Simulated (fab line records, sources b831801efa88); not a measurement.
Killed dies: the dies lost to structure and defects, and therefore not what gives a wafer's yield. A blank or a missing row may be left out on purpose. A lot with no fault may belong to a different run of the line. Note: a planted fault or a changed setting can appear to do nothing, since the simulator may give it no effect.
fab line records	flow gf180mcu
record lots=5	wafers=15	lastDay=34
route steps=602 shown MVSD@136 NWELL@137 LVPWELL@138 MVPSD@139 VT_IMPLANT@140 DUAL_GATE@141
lots untouched by any fault: they come from a run of this same line in which no faults occurred
startH: start of the lot's first displayed wafer, in hours after the record's first day	waitH: hours since the lot's step before	" unchanged from the row above	L1.1+2: a row that stands for several wafers	- no value present, or no start provided	* or withheld: withheld	< > ~ a bound
route shown NAME@n: NAME is a module with steps in the file, n the number in the route of the first one	usual: mean and standard deviation over wafers with no fault	same: alike in all rows	chamber/n: place in a boat	sites: readings site by site	_std_site: standard deviation across them	_edge_site: outer sites' mean less inner sites'	radiusMm: how far each site lies from the wafer's centre	mask NAME#n: copy n	behind: tool/chamber where the wafer was last shaped	hold: why the lot went on hold/how many hours it stayed there/how the hold came to an end	device: the transistor (n, p or np) that didn't switch	end of line: tests of these same wafers at the route's end	where a step has no rows: the recipe by itself	killed: not the wafer's yield, but the dies lost to structure and defects at the first sort	map: a wafer's dies, marking killed ones x, the rest . and places with no die _
set.NAME: the run value of the setting; set.NAME@STEP: its run value at that earlier step	model.NAME: the simulator's own value behind a step, which no gauge read
lots at some steps of the route; a table a step, a row a wafer
services: the hour from which a tool's chamber was out of use, counted from the record's first day as startH (under 0 if before that day), plus the number of hours and why
## steps
# step GF_VT_IMPLANT_RS_MEAS_46
# recipe thkMeasGauge=four-point-probe
# usual MVSD_RS=455.9/1.3
lot.wafer	tool	chamber	startH	waitH	MVSD_RS[ohm/sq]
L078.1	filmMetro-01	-	178.51	0.1	456.0
L078.2	"	-	"	"	455.4
L078.6	"	-	"	"	454.0
L088.1	filmMetro-01	-	249.65	0.1	453.7
L088.2	"	-	"	"	453.5
L088.4	"	-	"	"	453.6
L089.1	filmMetro-01	-	254.94	0.1	456.9
L089.3	"	-	"	"	455.1
L089.6	"	-	"	"	455.8
L092.1	filmMetro-02	-	276.71	0.1	456.9
L092.4	"	-	"	"	456.6
L092.5	"	-	"	"	457.7
L097.1	filmMetro-01	-	315.69	0.1	455.5
L097.2	"	-	"	"	455.4
L097.5	"	-	"	"	455.6
# step GF_VT_IMPLANT_RS_MEAS_47
# recipe thkMeasGauge=four-point-probe
# usual NWELL_RS=486.9/1.2
lot.wafer	tool	chamber	startH	waitH	NWELL_RS[ohm/sq]
L078.1	filmMetro-01	-	178.63	0.1	487.0
L078.2	"	-	"	"	488.2
L078.6	"	-	"	"	487.2
L088.1	filmMetro-01	-	249.77	0.1	487.5
L088.2	"	-	"	"	486.3
L088.4	"	-	"	"	488.4
L089.1	filmMetro-01	-	255.06	0.1	485.3
L089.3	"	-	"	"	484.2
L089.6	"	-	"	"	486.4
L092.1	filmMetro-02	-	276.83	0.1	487.5
L092.4	"	-	"	"	485.8
L092.5	"	-	"	"	487.8
L097.1	filmMetro-01	-	315.81	0.1	486.0
L097.2	"	-	"	"	486.4
L097.5	"	-	"	"	486.8
# step GF_VT_IMPLANT_RS_MEAS_48
# recipe thkMeasGauge=four-point-probe
# usual LVPWELL_RS=1196/3.3
lot.wafer	tool	chamber	startH	waitH	LVPWELL_RS[ohm/sq]
L078.1	filmMetro-01	-	178.75	0.1	1195
L078.2	"	-	"	"	1196
L078.6	"	-	"	"	1199
L088.1	filmMetro-01	-	249.89	0.1	1197
L088.2	"	-	"	"	1194
L088.4	"	-	"	"	1197
L089.1	filmMetro-01	-	255.18	0.1	1191
L089.3	"	-	"	"	1195
L089.6	"	-	"	"	1188
L092.1	filmMetro-02	-	276.95	0.1	1197
L092.4	"	-	"	"	1198
L092.5	"	-	"	"	1194
L097.1	filmMetro-01	-	315.93	0.1	1192
L097.2	"	-	"	"	1191
L097.5	"	-	"	"	1195
# step GF_VT_IMPLANT_RS_MEAS_49
# recipe thkMeasGauge=four-point-probe
# usual MVPSD_RS=1166.5/2.8
lot.wafer	tool	chamber	startH	waitH	MVPSD_RS[ohm/sq]
L078.1	filmMetro-01	-	178.87	0.1	1164.8
L078.2	"	-	"	"	1165.1
L078.6	"	-	"	"	1166.4
L088.1	filmMetro-01	-	250.01	0.1	1164.9
L088.2	"	-	"	"	1164.0
L088.4	"	-	"	"	1161.2
L089.1	filmMetro-01	-	255.30	0.1	1165.7
L089.3	"	-	"	"	1165.1
L089.6	"	-	"	"	1163.7
L092.1	filmMetro-02	-	277.07	0.1	1166.9
L092.4	"	-	"	"	1169.1
L092.5	"	-	"	"	1175.0
L097.1	filmMetro-01	-	316.05	0.1	1169.3
L097.2	"	-	"	"	1164.6
L097.5	"	-	"	"	1165.8
# step GF_VT_IMPLANT_WET_ETCH_50
# recipe chemistry=dHF	targetDepthNm=20	target=SiO2	tempC=25	dilution=100:1	timeS=400
# usual bathHeatDutyPct=6.3/0.69
lot.wafer	tool	chamber	startH	waitH	bathHeatDutyPct
L078.1	wetBench-01	2	178.99	0.1	5.8
L078.2	"	2	"	"	5.7
L078.6	"	2	"	"	5.2
L088.1	wetBench-01	3	250.13	0.1	6.0
L088.2	"	3	"	"	7.2
L088.4	"	3	"	"	7.5
L089.1	wetBench-04	0	255.52	0.2	6.3
L089.3	"	0	"	"	6.9
L089.6	"	0	"	"	6.5
L092.1	wetBench-01	2	277.19	0.1	5.5
L092.4	"	2	"	"	5.6
L092.5	"	2	"	"	5.4
L097.1	wetBench-01	3	316.17	0.1	6.9
L097.2	"	3	"	"	7.0
L097.5	"	3	"	"	6.8
# step GF_DUAL_GATE_CLEAN_00
# recipe chemistry=SC1/SC2	mix=1:4:20	tempC=70	timeS=150
# usual bathHeatDutyPct=13.6/1.7
lot.wafer	tool	chamber	startH	waitH	bathHeatDutyPct
L078.1	wetBench-04	2	179.11	0.0	15.6
L078.2	"	2	"	"	12.9
L078.6	"	2	"	"	14.5
L088.1	wetBench-04	3	250.26	0.0	13.4
L088.2	"	3	"	"	14.0
L088.4	"	3	"	"	13.9
L089.1	wetBench-03	3	255.64	0.0	14.1
L089.3	"	3	"	"	13.6
L089.6	"	3	"	"	13.4
L092.1	wetBench-04	0	277.31	0.0	14.1
L092.4	"	0	"	"	12.9
L092.5	"	0	"	"	12.0
L097.1	wetBench-03	2	316.30	0.0	12.0
L097.2	"	2	"	"	12.9
L097.5	"	2	"	"	13.5
# step GF_DUAL_GATE_CLEAN_01
# recipe chemistry=dHF	timeS=20	dilution=100:1	dry=ipaMarangoni
lot.wafer	tool	chamber	startH	waitH
L078.1+2+6	wetBench-01	0	179.16	0.0
L088.1+2+4	wetBench-03	0	250.31	0.0
L089.1+3+6	wetBench-04	2	255.70	0.0
L092.1+4+5	wetBench-01	3	277.36	0.0
L097.1+2+5	wetBench-04	2	316.35	0.0
# step GF_DUAL_GATE_OXIDATION_02
# recipe tempC=900	ambient=O2	stabiliseS=600	purgeS=300	targetThkA=108.87	oxTimeS=1602
# usual spikeTcTopC=909.3/2.7
lot.wafer	tool	chamber	startH	waitH	spikeTcTopC
L078.1	furnace-02	0	179.61	0.4	911.3
L078.2	"	0	"	"	912.1
L078.6	"	0	"	"	911.6
L088.1	furnace-02	0	250.88	0.6	910.5
L088.2	"	0	"	"	911.7
L088.4	"	0	"	"	911.0
L089.1	furnace-01	0	256.51	0.8	907.1
L089.3	"	0	"	"	907.9
L089.6	"	0	"	"	908.0
L092.1	furnace-02	0	277.57	0.2	912.9
L092.4	"	0	"	"	913.0
L092.5	"	0	"	"	912.6
L097.1	furnace-01	0	316.66	0.3	906.1
L097.2	"	0	"	"	907.0
L097.5	"	0	"	"	907.4
# step GF_DUAL_GATE_THK_MEAS_03
# recipe reads=SiO2_of_DUAL_GATE_OXIDATION_02
# usual DUAL_GATE_OXIDATION_00_THK=10.90/0.22
lot.wafer	tool	chamber	startH	waitH	DUAL_GATE_OXIDATION_00_THK[nm]
L078.1	filmMetro-01	-	181.06	0.0	10.84
L078.2	"	-	"	"	10.77
L078.6	"	-	"	"	10.75
L088.1	filmMetro-01	-	252.33	0.0	10.70
L088.2	"	-	"	"	10.88
L088.4	"	-	"	"	10.52
L089.1	filmMetro-04	-	257.96	0.0	10.97
L089.3	"	-	"	"	10.76
L089.6	"	-	"	"	10.93
L092.1	filmMetro-04	-	279.02	0.0	10.71
L092.4	"	-	"	"	10.66
L092.5	"	-	"	"	10.87
L097.1	filmMetro-01	-	318.11	0.0	10.88
L097.2	"	-	"	"	11.23
L097.5	"	-	"	"	10.88
# step GF_DUAL_GATE_DEHYDRATE_04
# recipe tempC=200	timeS=60
lot.wafer	tool	chamber	startH	waitH
L078.1+2+6	lithoTrack-04	0	188.95	7.9
L088.1+2+4	lithoTrack-04	0	260.20	7.9
L089.1+3+6	lithoTrack-03	0	266.82	8.8
L092.1+4+5	lithoTrack-04	0	288.50	9.5
L097.1+2+5	lithoTrack-03	0	327.17	9.0
# step GF_DUAL_GATE_HMDS_05
# recipe primeTimeS=60	primeTempC=120
lot.wafer	tool	chamber	startH	waitH
L078.1+2+6	lithoTrack-04	0	189.10	0.1
L088.1+2+4	lithoTrack-04	0	260.35	0.1
L089.1+3+6	lithoTrack-03	0	266.97	0.1
L092.1+4+5	lithoTrack-04	0	288.65	0.1
L097.1+2+5	lithoTrack-03	0	327.32	0.1
# step GF_DUAL_GATE_COAT_06
# recipe resist=NOVOLAK	spinRpm=3000	resistThkNm=1000
lot.wafer	tool	chamber	startH	waitH
L078.1+2+6	lithoTrack-04	0	189.25	0.1
L088.1+2+4	lithoTrack-04	0	260.50	0.1
L089.1+3+6	lithoTrack-03	0	267.12	0.1
L092.1+4+5	lithoTrack-04	0	288.80	0.1
L097.1+2+5	lithoTrack-03	0	327.47	0.1
# step GF_DUAL_GATE_SOFTBAKE_07
# recipe tempC=90	timeS=60	resist=NOVOLAK
lot.wafer	tool	chamber	startH	waitH
L078.1+2+6	lithoTrack-04	0	189.40	0.1
L088.1+2+4	lithoTrack-04	0	260.65	0.1
L089.1+3+6	lithoTrack-03	0	267.27	0.1
L092.1+4+5	lithoTrack-04	0	288.95	0.1
L097.1+2+5	lithoTrack-03	0	327.62	0.1
# step GF_DUAL_GATE_EXPOSE_08
# recipe maskId=Dualgate	targetCdNm=700	na=0.6	sourceShape=conventional	sigmaOuter=0.6	doseMj=140
# usual stageVelMmS=500.00/0.27
lot.wafer	tool	chamber	startH	waitH	mask	stageVelMmS
L078.1	ilineStepper-02	0	-	-	Dualgate#0	500.16
L078.2	"	0	"	"	Dualgate#0	500.67
L078.6	"	0	"	"	Dualgate#0	500.00
L088.1	ilineStepper-02	0	-	-	Dualgate#0	499.93
L088.2	"	0	"	"	Dualgate#0	499.97
L088.4	"	0	"	"	Dualgate#0	500.06
L089.1	ilineStepper-02	0	-	-	Dualgate#0	500.01
L089.3	"	0	"	"	Dualgate#0	499.95
L089.6	"	0	"	"	Dualgate#0	499.85
L092.1	ilineStepper-02	0	-	-	Dualgate#0	499.56
L092.4	"	0	"	"	Dualgate#0	499.70
L092.5	"	0	"	"	Dualgate#0	499.70
L097.1	ilineStepper-01	0	-	-	Dualgate#0	499.85
L097.2	"	0	"	"	Dualgate#0	500.02
L097.5	"	0	"	"	Dualgate#0	499.94
# step GF_DUAL_GATE_PEB_09
# recipe tempC=withheld	timeS=*	resist=NOVOLAK
lot.wafer	tool	chamber	startH	waitH
L078.1+2+6	lithoTrack-03	0	-	-
L088.1+2+4	lithoTrack-04	0	-	-
L089.1+3+6	lithoTrack-03	0	-	-
L092.1+4+5	lithoTrack-03	0	-	-
L097.1+2+5	lithoTrack-01	0	-	-
# step GF_DUAL_GATE_DEVELOP_10
# recipe developTimeS=60	devTempC=23
lot.wafer	tool	chamber	startH	waitH
L078.1+2+6	lithoTrack-03	0	197.27	0.1
L088.1+2+4	lithoTrack-04	0	270.65	0.1
L089.1+3+6	lithoTrack-03	0	276.67	0.1
L092.1+4+5	lithoTrack-03	0	298.67	0.1
L097.1+2+5	lithoTrack-01	0	338.15	0.1
# step GF_DUAL_GATE_OVL_MEAS_11
# usual DUAL_GATE_OVL=0.2/1.4
lot.wafer	tool	chamber	startH	waitH	DUAL_GATE_OVL[nm]
L078.1	overlay-01	-	197.42	0.1	-1.7
L078.2	"	-	"	"	-1.8
L078.6	"	-	"	"	1.1
L088.1	overlay-01	-	270.80	0.1	1.6
L088.2	"	-	"	"	-0.2
L088.4	"	-	"	"	1.6
L089.1	overlay-02	-	276.82	0.1	-2.5
L089.3	"	-	"	"	-3.7
L089.6	"	-	"	"	-4.6
L092.1	overlay-02	-	298.82	0.1	2.1
L092.4	"	-	"	"	0.7
L092.5	"	-	"	"	-0.5
L097.1	overlay-02	-	338.30	0.1	-2.8
L097.2	"	-	"	"	-0.8
L097.5	"	-	"	"	-1.1
# step GF_DUAL_GATE_WET_ETCH_12
# recipe chemistry=dHF	targetDepthNm=13	dry=n2Spin	target=SiO2	tempC=25	dilution=100:1	timeS=260
# usual bathHeatDutyPct=6.1/0.62
lot.wafer	tool	chamber	startH	waitH	bathHeatDutyPct
L078.1	wetBench-01	2	197.45	0.0	5.5
L078.2	"	2	"	"	5.6
L078.6	"	2	"	"	6.2
L088.1	wetBench-01	2	270.83	0.0	6.1
L088.2	"	2	"	"	5.5
L088.4	"	2	"	"	5.8
L089.1	wetBench-04	0	276.85	0.0	6.4
L089.3	"	0	"	"	5.9
L089.6	"	0	"	"	6.3
L092.1	wetBench-04	3	298.85	0.0	5.9
L092.4	"	3	"	"	7.0
L092.5	"	3	"	"	5.9
L097.1	wetBench-03	0	338.34	0.0	7.3
L097.2	"	0	"	"	7.8
L097.5	"	0	"	"	6.7
## services
tool	chamber	startH	hours	kind
ilineStepper-01	-	190.24	4.4	pm
ilineStepper-02	-	207.96	2.1	pm
ilineStepper-02	-	210.05	-	consumableReplace:lamp
ilineStepper-01	-	218.91	1.7	pm
ilineStepper-01	-	278.71	4.3	pm
ilineStepper-02	0	294.74	-	calibration
furnace-01	-	305.71	3.1	pm
ilineStepper-01	-	311.68	0.6	repair
furnace-02	-	313.93	3.3	pm
furnace-02	-	319.85	3.6	pm
ilineStepper-02	-	326.32	9.1	repair
ilineStepper-01	0	332.43	-	calibration
ilineStepper-01	-	335.46	8.9	pm
furnace-02	-	336.73	17.3	repair
## key
fault none
